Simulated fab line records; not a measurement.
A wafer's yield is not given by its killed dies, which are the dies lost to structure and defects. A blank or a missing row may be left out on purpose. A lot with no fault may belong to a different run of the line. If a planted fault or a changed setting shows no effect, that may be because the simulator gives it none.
fab line records ; flow sky130
[record] lots = 13; wafers = 38; last_day = 50
route steps=708 shown VT_ADJUST_LVTN@107 VT_ADJUST_HVTR@138 PAD_OPEN@708
lots untouched by any fault: they come from a run of this same line in which no faults occurred
start_h: hours from the record's opening day to when the first of the lot's shown wafers began ; wait_h: time in hours since the lot's previous step ; " unchanged from the row above ; L1.1+2: a single row standing in for several wafers ; - no value present, or no start provided ; * or withheld: withheld ; < > ~ a bound
route shown NAME@n: NAME is a module with steps in the file, n the number in the route of the first one ; usual: the fault-free wafers' mean and standard deviation ; same: alike in all rows ; chamber/n: place in a boat ; sites: readings site by site ; _std_site: the values' standard deviation ; _edge_site: outer sites' mean less inner sites' ; radius_mm: for every site, how far away it sits from the centre of the wafer ; mask NAME#n: copy n ; behind: the most recent tool/chamber to have shaped the wafer ; hold: reason for holding the lot/hours on hold/outcome of the hold ; device: the transistor (n, p or np) that didn't switch ; end of line: tests run on the same wafers once the route is complete ; a step with no rows: only its recipe ; killed: not the wafer's yield, but the dies lost to structure and defects at the first sort ; map: the dies of a wafer, with x for killed, . for not killed, _ for no die there
set.NAME: setting as actually run; set.NAME@STEP: the setting as run at that earlier step ; model.NAME: the simulator's own value behind a step, which no gauge read
one table for each step of the route and one row for each wafer, over a sample of lots
services: a tool's chamber out of use, with start hour (start_h, from the record's first day; less than 0 if before it), hours out, and reason
[[steps]]
[step SKY_VT_ADJUST_LVTN_TW_MEAS_10]
[usual] VT_ADJUST_LVTN_TW = 238/3.4
lot.wafer;tool;chamber;start_h;wait_h;VT_ADJUST_LVTN_TW
L857.1;film_metro-01;-;151.68;0.1;243
L857.2;film_metro-01;-;151.68;0.1;243
L857.3;film_metro-01;-;151.68;0.1;243
L858.2;film_metro-04;-;167.11;0.1;235
L858.3;film_metro-04;-;167.11;0.1;237
L858.4;film_metro-04;-;167.11;0.1;235
L860.1;film_metro-02;-;175.65;0.1;236
L860.3;film_metro-02;-;175.65;0.1;238
L860.4;film_metro-02;-;175.65;0.1;238
L862.1;film_metro-01;-;185.04;0.1;243
L862.2;film_metro-01;-;185.04;0.1;243
L862.6;film_metro-01;-;185.04;0.1;242
L863.1;film_metro-04;-;185.69;0.1;235
L863.4;film_metro-04;-;185.69;0.1;234
L863.6;film_metro-04;-;185.69;0.1;236
L864.1;film_metro-04;-;201.20;0.1;233
L864.4;film_metro-04;-;201.20;0.1;233
L864.6;film_metro-04;-;201.20;0.1;235
L865.1;film_metro-01;-;203.30;0.1;243
L865.2;film_metro-01;-;203.30;0.1;244
L865.4;film_metro-01;-;203.30;0.1;243
L866.2;film_metro-01;-;210.44;0.1;243
L866.4;film_metro-01;-;210.44;0.1;243
L866.5;film_metro-01;-;210.44;0.1;243
L868.3;film_metro-04;-;217.26;0.1;237
L868.4;film_metro-04;-;217.26;0.1;236
L868.5;film_metro-04;-;217.26;0.1;238
L869.3;film_metro-02;-;222.40;0.1;239
L869.4;film_metro-02;-;222.40;0.1;237
L869.5;film_metro-02;-;222.40;0.1;239
L870.4;film_metro-02;-;238.03;0.1;238
L870.5;film_metro-02;-;238.03;0.1;240
L870.6;film_metro-02;-;238.03;0.1;238
L872.2;film_metro-02;-;254.90;0.1;239
L872.4;film_metro-02;-;254.90;0.1;239
L879.4;film_metro-04;-;284.72;0.1;236
L879.5;film_metro-04;-;284.72;0.1;236
L879.6;film_metro-04;-;284.72;0.1;235
[step SKY_VT_ADJUST_LVTN_IMPLANT_19]
[recipe] species = B; energy_kev = 30; dose_cm2 = 6.5e+11; tilt_deg = withheld
[usual] end_station_pressure_torr = 4.98e-06/2.6e-07; faraday_current_uA = 3.66/0.072
lot.wafer;tool;chamber;start_h;wait_h;end_station_pressure_torr;faraday_current_uA
L857.1;implanter-01;0;170.75;0.0;4.85e-06;3.81
L857.2;implanter-01;0;170.75;0.0;5.13e-06;3.64
L857.3;implanter-01;0;170.75;0.0;4.77e-06;3.57
L858.2;implanter-02;0;187.67;0.0;5.3e-06;3.74
L858.3;implanter-02;0;187.67;0.0;4.66e-06;3.69
L858.4;implanter-02;0;187.67;0.0;4.99e-06;3.63
L860.1;implanter-03;0;197.09;0.0;4.76e-06;3.58
L860.3;implanter-03;0;197.09;0.0;4.72e-06;3.71
L860.4;implanter-03;0;197.09;0.0;4.94e-06;3.70
L862.1;implanter-03;0;209.35;0.0;5.12e-06;3.62
L862.2;implanter-03;0;209.35;0.0;4.86e-06;3.69
L862.6;implanter-03;0;209.35;0.0;4.23e-06;3.71
L863.1;implanter-01;0;209.53;0.0;4.85e-06;3.64
L863.4;implanter-01;0;209.53;0.0;4.93e-06;3.81
L863.6;implanter-01;0;209.53;0.0;4.85e-06;3.49
L864.1;implanter-03;0;222.65;0.0;5.07e-06;3.72
L864.4;implanter-03;0;222.65;0.0;5.39e-06;3.70
L864.6;implanter-03;0;222.65;0.0;4.85e-06;3.68
L865.1;implanter-01;0;225.49;0.0;5.48e-06;3.84
L865.2;implanter-01;0;225.49;0.0;5.17e-06;3.65
L865.4;implanter-01;0;225.49;0.0;4.72e-06;3.59
L866.2;implanter-01;0;233.32;0.0;5.11e-06;3.69
L866.4;implanter-01;0;233.32;0.0;4.67e-06;3.56
L866.5;implanter-01;0;233.32;0.0;5.07e-06;3.63
L868.3;implanter-01;0;240.05;0.1;5.16e-06;3.74
L868.4;implanter-01;0;240.05;0.1;5.33e-06;3.61
L868.5;implanter-01;0;240.05;0.1;4.82e-06;3.65
L869.3;implanter-03;0;245.58;0.1;4.98e-06;3.61
L869.4;implanter-03;0;245.58;0.1;4.86e-06;3.60
L869.5;implanter-03;0;245.58;0.1;4.69e-06;3.69
L870.4;implanter-01;0;260.90;0.1;4.8e-06;3.69
L870.5;implanter-01;0;260.90;0.1;5.22e-06;3.73
L870.6;implanter-01;0;260.90;0.1;5.18e-06;3.69
L872.2;implanter-01;0;278.25;0.0;5.05e-06;3.64
L872.4;implanter-01;0;278.25;0.0;4.71e-06;3.60
L879.4;implanter-02;0;309.52;0.1;4.91e-06;3.80
L879.5;implanter-02;0;309.52;0.1;4.86e-06;3.69
L879.6;implanter-02;0;309.52;0.1;4.94e-06;3.68
[step SKY_VT_ADJUST_LVTN_STRIP_20]
[recipe] chemistry = O2/N2; power_w = 1400; pressure_mtorr = 1500; platen_temp_c = withheld; o2_flow_sccm = 3000; n2_flow_sccm = 300; overash_fraction = 0.5
[usual] drypump_motor_current_A = 5.8/0.53; oes_product_au = 0.716/0.0049; strip_time_to_endpoint_s = 14.18/0.038
lot.wafer;tool;chamber;start_h;wait_h;drypump_motor_current_A;oes_product_au;rf_hours_counter_h;strip_time_to_endpoint_s
L857.1;plasma_asher-01;1;170.90;0.1;4.9;0.712;54;14.16
L857.2;plasma_asher-01;0;170.90;0.1;5.8;0.715;54;14.19
L857.3;plasma_asher-01;0;170.90;0.1;5.8;0.721;-;14.17
L858.2;plasma_asher-03;1;187.80;0.1;5.6;0.721;49;14.16
L858.3;plasma_asher-03;1;187.80;0.1;5.6;0.700;-;14.17
L858.4;plasma_asher-03;0;187.80;0.1;6.2;0.712;-;14.14
L860.1;plasma_asher-03;0;197.24;0.1;6.2;0.714;50;14.12
L860.3;plasma_asher-03;0;197.24;0.1;6.2;0.715;-;14.14
L860.4;plasma_asher-03;1;197.24;0.1;5.6;0.712;-;14.11
L862.1;plasma_asher-01;1;209.50;0.1;4.9;0.720;58;14.21
L862.2;plasma_asher-01;0;209.50;0.1;5.8;0.711;58;14.25
L862.6;plasma_asher-01;1;209.50;0.1;4.9;0.709;-;14.20
L863.1;plasma_asher-03;0;209.68;0.1;6.2;0.714;51;14.15
L863.4;plasma_asher-03;0;209.68;0.1;6.2;0.713;-;14.12
L863.6;plasma_asher-03;1;209.68;0.1;5.6;0.720;-;14.07
L864.1;plasma_asher-01;0;222.80;0.1;5.8;0.709;60;14.19
L864.4;plasma_asher-01;0;222.80;0.1;5.8;0.717;-;14.17
L864.6;plasma_asher-01;1;222.80;0.1;4.9;0.720;-;14.17
L865.1;plasma_asher-01;0;225.64;0.1;5.8;0.711;60;14.14
L865.2;plasma_asher-01;1;225.64;0.1;4.9;0.723;60;14.19
L865.4;plasma_asher-01;0;225.64;0.1;5.8;0.725;-;14.17
L866.2;plasma_asher-01;0;233.45;0.1;5.8;0.719;61;14.20
L866.4;plasma_asher-01;0;233.45;0.1;5.8;0.713;-;14.19
L866.5;plasma_asher-01;0;233.45;0.1;5.8;0.710;-;14.24
L868.3;plasma_asher-03;1;240.18;0.1;5.6;0.717;-;14.25
L868.4;plasma_asher-03;0;240.18;0.1;6.2;0.719;-;14.18
L868.5;plasma_asher-03;0;240.18;0.1;6.2;0.712;-;14.17
L869.3;plasma_asher-02;0;245.71;0.1;6.7;0.717;-;14.10
L869.4;plasma_asher-02;1;245.71;0.1;5.7;0.705;-;14.16
L869.5;plasma_asher-02;1;245.71;0.1;5.7;0.704;-;14.11
L870.4;plasma_asher-03;0;261.01;0.1;6.2;0.719;-;14.19
L870.5;plasma_asher-03;0;261.01;0.1;6.2;0.717;-;14.19
L870.6;plasma_asher-03;1;261.01;0.1;5.6;0.720;-;14.18
L872.2;plasma_asher-02;1;278.38;0.1;5.7;0.722;17;14.14
L872.4;plasma_asher-02;0;278.38;0.1;6.7;0.718;-;14.13
L879.4;plasma_asher-02;1;309.63;0.1;5.7;0.708;-;14.18
L879.5;plasma_asher-02;1;309.63;0.1;5.7;0.715;-;14.19
L879.6;plasma_asher-02;0;309.63;0.1;6.7;0.722;-;14.20
[step SKY_VT_ADJUST_LVTN_TW_MEAS_21]
[usual] VT_ADJUST_LVTN_2_TW = 185.7/2.2
lot.wafer;tool;chamber;start_h;wait_h;VT_ADJUST_LVTN_2_TW
L857.1;film_metro-02;-;171.00;0.1;184.8
L857.2;film_metro-02;-;171.00;0.1;185.4
L857.3;film_metro-02;-;171.00;0.1;186.1
L858.2;film_metro-01;-;187.91;0.1;188.3
L858.3;film_metro-01;-;187.91;0.1;189.0
L858.4;film_metro-01;-;187.91;0.1;189.0
L860.1;film_metro-04;-;197.34;0.1;181.8
L860.3;film_metro-04;-;197.34;0.1;181.0
L860.4;film_metro-04;-;197.34;0.1;181.7
L862.1;film_metro-04;-;209.60;0.1;182.0
L862.2;film_metro-04;-;209.60;0.1;181.7
L862.6;film_metro-04;-;209.60;0.1;181.8
L863.1;film_metro-02;-;209.78;0.1;185.9
L863.4;film_metro-02;-;209.78;0.1;185.9
L863.6;film_metro-02;-;209.78;0.1;186.5
L864.1;film_metro-02;-;222.90;0.1;185.3
L864.4;film_metro-02;-;222.90;0.1;185.1
L864.6;film_metro-02;-;222.90;0.1;186.5
L865.1;film_metro-04;-;225.74;0.1;184.3
L865.2;film_metro-04;-;225.74;0.1;184.0
L865.4;film_metro-04;-;225.74;0.1;183.7
L866.2;film_metro-02;-;233.56;0.1;185.4
L866.4;film_metro-02;-;233.56;0.1;186.0
L866.5;film_metro-02;-;233.56;0.1;185.2
L868.3;film_metro-02;-;240.27;0.1;187.7
L868.4;film_metro-02;-;240.27;0.1;187.6
L868.5;film_metro-02;-;240.27;0.1;186.5
L869.3;film_metro-02;-;245.80;0.1;186.6
L869.4;film_metro-02;-;245.80;0.1;185.7
L869.5;film_metro-02;-;245.80;0.1;186.4
L870.4;film_metro-02;-;261.11;0.1;177.7
L870.5;film_metro-02;-;261.11;0.1;188.0
L870.6;film_metro-02;-;261.11;0.1;187.2
L872.2;film_metro-02;-;278.49;0.1;185.8
L872.4;film_metro-02;-;278.49;0.1;177.6
L879.4;film_metro-02;-;309.73;0.1;186.3
L879.5;film_metro-02;-;309.73;0.1;185.9
L879.6;film_metro-02;-;309.73;0.1;186.1
[step SKY_VT_ADJUST_HVTR_CD_MEAS_07]
[recipe] target_cd_nm = 380
[usual] cd_nm = 380.2/2.4
lot.wafer;tool;chamber;start_h;wait_h;cd_nm
L857.1;cd_sem-01;-;214.02;0.1;380.7
L857.2;cd_sem-01;-;214.02;0.1;379.9
L857.3;cd_sem-01;-;214.02;0.1;381.4
L858.2;cd_sem-02;-;233.31;0.1;378.4
L858.3;cd_sem-02;-;233.31;0.1;379.5
L858.4;cd_sem-02;-;233.31;0.1;377.9
L860.1;cd_sem-01;-;240.47;0.1;378.8
L860.3;cd_sem-01;-;240.47;0.1;379.0
L860.4;cd_sem-01;-;240.47;0.1;379.0
L862.1;cd_sem-01;-;254.91;0.1;378.2
L862.2;cd_sem-01;-;254.91;0.1;379.2
L862.6;cd_sem-01;-;254.91;0.1;378.3
L863.1;cd_sem-02;-;255.17;0.1;384.0
L863.4;cd_sem-02;-;255.17;0.1;384.2
L863.6;cd_sem-02;-;255.17;0.1;382.4
L864.1;cd_sem-01;-;268.77;0.1;376.3
L864.4;cd_sem-01;-;268.77;0.1;376.9
L864.6;cd_sem-01;-;268.77;0.1;379.5
L865.1;cd_sem-02;-;272.21;0.1;379.1
L865.2;cd_sem-02;-;272.21;0.1;378.2
L865.4;cd_sem-02;-;272.21;0.1;380.4
L866.2;cd_sem-02;-;280.08;0.1;381.5
L866.4;cd_sem-02;-;280.08;0.1;377.0
L866.5;cd_sem-02;-;280.08;0.1;380.8
L868.3;cd_sem-02;-;287.50;0.1;379.3
L868.4;cd_sem-02;-;287.50;0.1;377.1
L868.5;cd_sem-02;-;287.50;0.1;376.4
L869.3;cd_sem-02;-;294.38;0.1;382.7
L869.4;cd_sem-02;-;294.38;0.1;384.1
L869.5;cd_sem-02;-;294.38;0.1;384.9
L870.4;cd_sem-02;-;310.90;0.1;383.8
L870.5;cd_sem-02;-;310.90;0.1;383.3
L870.6;cd_sem-02;-;310.90;0.1;379.9
L872.2;cd_sem-02;-;330.06;0.1;380.6
L872.4;cd_sem-02;-;330.06;0.1;379.7
L879.4;cd_sem-02;-;362.40;0.1;381.1
L879.5;cd_sem-02;-;362.40;0.1;380.9
L879.6;cd_sem-02;-;362.40;0.1;380.7
[step SKY_PAD_OPEN_PROBE_99]
[usual] killed_at_M0_to_M3 = 44/6.5; killed_at_M4_up = 3.3/1.9; killed_at_contacts = 24/5.3; killed_at_front_end = 15/4.5; killed_at_other = 0.3/0.58; killed_dies = 87/9.3; killed_open = 48/6.6; killed_short = 39/6.1
[same] gross_dies = 492; killed_at_back_side = 0
lot.wafer;tool;chamber;start_h;wait_h;killed_at_M0_to_M3;killed_at_M4_up;killed_at_contacts;killed_at_front_end;killed_at_other;killed_dies;killed_open;killed_short
L858.2;prober-01;-;1104.78;0.1;37;4;23;17;0;81;45;36
L858.3;prober-01;-;1104.83;0.2;37;2;27;11;0;77;49;28
L858.4;prober-01;-;1104.88;0.2;50;2;16;15;1;84;46;38
L860.1;prober-02;-;1106.05;0.1;46;6;21;19;0;92;46;46
L860.3;prober-02;-;1106.15;0.2;34;1;15;10;0;60;31;29
L860.4;prober-02;-;1106.20;0.2;43;4;18;23;0;88;42;46
L862.1;prober-02;-;1114.48;0.1;56;1;21;13;0;91;56;35
L862.2;prober-02;-;1114.53;0.1;46;3;34;18;0;101;58;43
L862.6;prober-02;-;1114.73;0.2;44;0;23;13;0;80;42;38
L865.1;prober-02;-;1133.83;0.1;45;3;15;21;0;84;45;39
L865.2;prober-02;-;1133.88;0.1;35;0;22;17;0;74;42;32
L865.4;prober-02;-;1133.98;0.2;45;3;22;20;0;90;53;37
L869.3;prober-02;-;1148.78;0.2;47;2;20;20;0;89;51;38
L869.4;prober-02;-;1148.83;0.2;37;0;28;19;0;84;49;35
L869.5;prober-02;-;1148.88;0.2;37;1;17;10;1;66;34;32
L870.4;prober-01;-;1159.76;0.2;47;8;23;14;0;92;44;48
L870.5;prober-01;-;1159.81;0.2;46;2;25;21;0;94;58;36
L870.6;prober-01;-;1159.86;0.2;41;2;27;14;0;84;51;33
L872.2;prober-02;-;1170.70;0.1;41;1;25;18;0;85;37;48
L872.4;prober-02;-;1170.80;0.2;37;3;24;5;1;70;37;33
// killed by level:class
L858.2 VIA3:geometric_particle:open=9 CONTACT:geometric_particle:open=7 POLY_GATE:geometric_particle:short=6 LI_CONTACT:geometric_particle:open=6 VIA2:geometric_particle:short=5 LI_CONTACT:geometric_particle:short=5 VIA1:geometric_particle:open=5 VIA2:geometric_particle:open=5
L858.3 CONTACT:geometric_particle:open=15 VIA1:geometric_particle:open=10 LI_CONTACT:geometric_particle:open=7 VIA2:geometric_particle:open=6 VIA3:geometric_particle:open=4 METAL2:geometric_particle:short=4 FIELD_ISO:geometric_particle:short=3 CONTACT:geometric_particle:short=3
L858.4 VIA1:geometric_particle:open=13 VIA3:geometric_particle:open=9 LI_CONTACT:geometric_particle:open=7 METAL1:geometric_particle:short=7 FIELD_ISO:geometric_particle:short=5 CONTACT:geometric_particle:open=5 METAL2:geometric_particle:short=5 VIA1:geometric_particle:short=4
L860.1 VIA3:geometric_particle:open=10 FIELD_ISO:geometric_particle:open=6 LOCAL_INTERCONNECT:geometric_particle:short=6 METAL1:geometric_particle:short=6 CONTACT:geometric_particle:open=6 VIA1:geometric_particle:open=6 VIA2:geometric_particle:open=5 FIELD_ISO:geometric_particle:short=4
L860.3 CONTACT:geometric_particle:open=8 VIA1:geometric_particle:short=7 LI_CONTACT:geometric_particle:open=6 METAL2:geometric_particle:short=6 FIELD_ISO:geometric_particle:short=5 METAL1:geometric_particle:short=4 VIA1:geometric_particle:open=4 VIA2:geometric_particle:open=3
L860.4 VIA1:geometric_particle:open=12 POLY_GATE:geometric_particle:short=8 CONTACT:geometric_particle:open=8 METAL1:geometric_particle:short=8 METAL2:geometric_particle:short=7 VIA3:geometric_particle:open=7 FIELD_ISO:geometric_particle:open=6 LI_CONTACT:geometric_particle:open=5
L862.1 VIA1:geometric_particle:open=18 CONTACT:geometric_particle:open=10 VIA1:geometric_particle:short=8 VIA2:geometric_particle:open=8 FIELD_ISO:geometric_particle:open=5 CONTACT:geometric_particle:short=4 METAL1:geometric_particle:short=4 VIA2:geometric_particle:short=4
L862.2 CONTACT:geometric_particle:open=14 VIA1:geometric_particle:open=14 LI_CONTACT:geometric_particle:open=9 VIA2:geometric_particle:open=7 METAL1:geometric_particle:short=5 VIA1:geometric_particle:short=5 METAL2:geometric_particle:short=5 FIELD_ISO:geometric_particle:short=4
L862.6 VIA1:geometric_particle:open=10 CONTACT:geometric_particle:open=9 METAL1:geometric_particle:short=7 VIA1:geometric_particle:short=7 LI_CONTACT:geometric_particle:open=5 VIA2:geometric_particle:open=5 POLY_GATE:geometric_particle:open=4 VIA2:geometric_particle:short=4
L865.1 VIA1:geometric_particle:open=12 VIA2:geometric_particle:open=9 FIELD_ISO:geometric_particle:short=8 METAL2:geometric_particle:short=7 CONTACT:geometric_particle:short=6 CONTACT:geometric_particle:open=6 POLY_GATE:geometric_particle:short=4 VIA1:geometric_particle:short=4
L865.2 POLY_GATE:geometric_particle:open=8 CONTACT:geometric_particle:open=8 VIA2:geometric_particle:open=8 LI_CONTACT:geometric_particle:open=7 METAL1:geometric_particle:short=6 POLY_GATE:geometric_particle:short=5 VIA1:geometric_particle:open=4 METAL2:geometric_particle:short=4
L865.4 VIA1:geometric_particle:open=16 POLY_GATE:geometric_particle:open=6 LI_CONTACT:geometric_particle:open=6 VIA2:geometric_particle:open=6 FIELD_ISO:geometric_particle:short=5 POLY_GATE:geometric_particle:short=5 CONTACT:geometric_particle:open=5 METAL2:geometric_particle:short=5
L869.3 VIA1:geometric_particle:open=14 CONTACT:geometric_particle:open=12 FIELD_ISO:geometric_particle:short=8 VIA2:geometric_particle:open=7 FIELD_ISO:geometric_particle:open=6 POLY_GATE:geometric_particle:short=6 METAL1:geometric_particle:short=5 VIA1:geometric_particle:short=4
L869.4 CONTACT:geometric_particle:open=11 VIA1:geometric_particle:open=10 LI_CONTACT:geometric_particle:open=6 VIA3:geometric_particle:open=6 LOCAL_INTERCONNECT:geometric_particle:short=5 VIA1:geometric_particle:short=5 POLY_GATE:geometric_particle:open=4 POLY_GATE:geometric_particle:short=4
L869.5 VIA1:geometric_particle:open=7 CONTACT:geometric_particle:open=6 METAL2:geometric_particle:short=6 VIA2:geometric_particle:open=5 CONTACT:geometric_particle:short=4 METAL1:geometric_particle:short=4 VIA3:geometric_particle:open=4 FIELD_ISO:geometric_particle:short=3
L870.4 VIA3:geometric_particle:open=9 CONTACT:geometric_particle:open=8 VIA1:geometric_particle:open=8 VIA3:geometric_particle:short=7 METAL4:geometric_particle:short=7 CONTACT:geometric_particle:short=6 METAL2:geometric_particle:short=5 LI_CONTACT:geometric_particle:open=5
L870.5 CONTACT:geometric_particle:open=12 VIA1:geometric_particle:open=12 FIELD_ISO:geometric_particle:open=8 METAL2:geometric_particle:short=6 VIA3:geometric_particle:open=6 POLY_GATE:geometric_particle:short=5 LI_CONTACT:geometric_particle:open=5 CONTACT:geometric_particle:short=5
L870.6 CONTACT:geometric_particle:open=16 VIA1:geometric_particle:open=9 METAL3:geometric_particle:short=6 VIA3:geometric_particle:open=6 LI_CONTACT:geometric_particle:open=5 METAL1:geometric_particle:short=5 POLY_GATE:geometric_particle:open=4 CONTACT:geometric_particle:short=4
L872.2 VIA1:geometric_particle:open=8 METAL2:geometric_particle:short=8 VIA3:geometric_particle:open=8 LI_CONTACT:geometric_particle:open=6 SPACER:geometric_particle:short=5 LI_CONTACT:geometric_particle:short=5 LOCAL_INTERCONNECT:geometric_particle:short=5 VIA3:geometric_particle:short=5
L872.4 CONTACT:geometric_particle:open=8 VIA1:geometric_particle:open=8 VIA1:geometric_particle:short=6 CONTACT:geometric_particle:short=5 LI_CONTACT:geometric_particle:open=5 VIA3:geometric_particle:open=5 VIA2:geometric_particle:open=4 LI_CONTACT:geometric_particle:short=3
[[services]]
tool;chamber;start_h;hours;kind
implanter-03;-;161.21;2.1;pm
implanter-02;-;182.18;3.9;repair
implanter-02;-;212.07;6.0;repair
implanter-02;-;223.88;3.5;pm
implanter-02;-;227.36;4.0;pm
plasma_asher-01;-;245.55;39.4;pm
plasma_asher-02;-;296.56;4.3;pm
plasma_asher-01;-;299.05;2.6;repair
[[key]]
[first_sign] step = SKY_VT_ADJUST_LVTN_TW_MEAS_21; reading = VT_ADJUST_LVTN_2_TW; direction = down; sigmas = 3.6; usual = 185.7; struck = 177.6
effect none on later readings
met_at SKY_VT_ADJUST_LVTN_IMPLANT_19
struck_lots L870,L872
struck_wafers L870.4,L872.4
tester_left_out L870,L872
not_acting_at SKY_VT_ADJUST_LVTN_TW_MEAS_10,SKY_VT_ADJUST_LVTN_STRIP_20,SKY_VT_ADJUST_HVTR_CD_MEAS_07
onset_between 240.05 260.90
[fault] kind = process_parameter_drift; tool = implanter-01; chamber = -; onset_h = 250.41; steps = SKY_VT_ADJUST_LVTN_IMPLANT_19; channel = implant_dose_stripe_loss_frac; offset = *; shape = step; end_h = 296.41; scope = struck_wafers_only
// tester_left_out: of these lots the tester's yield and bins aren't shown, on N5 and GAA mostly nor the transistor test; their killed dies are dies lost to structure and defects alone, not to doping, threshold or leakage, so they don't give the yield
